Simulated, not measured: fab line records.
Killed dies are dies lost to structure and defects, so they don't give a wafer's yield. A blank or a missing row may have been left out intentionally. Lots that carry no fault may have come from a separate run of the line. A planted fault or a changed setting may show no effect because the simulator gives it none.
Struck lot and sound lot, side by side ; flow sky130 ; 14 out of 708 route steps
Sound: the wafers L718.1, L718.2, L718.4. The struck wafers were L728.1, L728.4, L728.6. Last of all comes the cause.
Order at every step that has rows: each side's tool, ch and its chambers, its first start. Under that, the readings that differ: sound wafers ; struck wafers ; difference of the means ; sigmas: that difference in standard deviations of wafers without a fault.
alike: words and numbers the same on both sides, and readings whose means are apart by under 2 such deviations; not compared: readings that were withheld, readings missing a value for some wafer, numbers with overlapping values and no deviation given by the record, and bounds like >300 which may hide the same value.
The two part at a step that has a row with sigmas, a row that says differs or no value, or rows on one side only. Numbers that don't overlap but have no deviation are shown without sigmas and don't part them. A reading missing from all wafers of one side parts the sides only when that side holds two or more wafers.

SKY_METAL5_STRIP_16: strips in O2/N2.
  sound on plasma-asher-03 ch 0,1, day 45 22:24; struck on plasma-asher-01 ch 0, day 48 13:30
  alike: drypump-motor-current-A, oes-product-au, strip-time-to-endpoint-s
  not compared: rf-hours-counter-h
then, 3 steps without rows for these wafers: SKY_METAL5_STRIP_17 (strips in post etch residue remover, time 1200 s); SKY_METAL5_CLEAN_18 (cleans in IPA, time 180 s); SKY_METAL5_CLEAN_19 (cleans in O3/DIW).
SKY_PASSIVATION_CVD_00: deposits SiO2, target thk 90 nm.
  sound on pecvd-02 ch 0,2, day 45 23:02; struck on pecvd-01 ch 2, day 48 14:14
  alike: heater-power-w
SKY_PASSIVATION_THK_MEAS_01:
  sound on film-metro-04, day 45 23:03; struck on film-metro-02, day 48 14:17
  alike: PASSIVATION_CVD_00_THK
SKY_PASSIVATION_CVD_02: deposits Si3N4, target thk 540 nm.
  sound on pecvd-01 ch 0,1,2, day 45 23:07; struck on pecvd-04 ch 0,1,2, day 48 14:20
  alike: heater-power-w
SKY_PASSIVATION_THK_MEAS_03:
  sound on film-metro-01, day 45 23:20; struck on film-metro-01, day 48 14:34
  alike: PASSIVATION_CVD_02_THK
then, 4 steps without rows for these wafers: SKY_PASSIVATION_DEHYDRATE_04 (time 60 s); SKY_PASSIVATION_HMDS_05 (prime time 60 s); SKY_PASSIVATION_COAT_06 (resist thk 3000 nm); SKY_PASSIVATION_SOFTBAKE_07.
SKY_PASSIVATION_EXPOSE_08: exposes mask NSM, target cd 3000 nm.
  sound on iline-stepper-01 ch 0, day 46 09:28; struck on iline-stepper-01, day 48 23:23
  no value came back on the struck wafers for exposure-dose-mJ-cm2, focus-offset-nm (nm), na; on the sound wafers exposure-dose-mJ-cm2 reads 259.74 259.83 259.77
  alike: mask
after that, 1 step had no rows for these wafers: SKY_PASSIVATION_PEB_09.

WHERE THEY PART
At SKY_PASSIVATION_EXPOSE_08 and nowhere else, as far as this record goes.

WHY: what had been put in by the simulator
Beginning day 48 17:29, the whole step at SKY_PASSIVATION_EXPOSE_08 was skipped on iline-stepper-01. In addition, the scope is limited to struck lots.
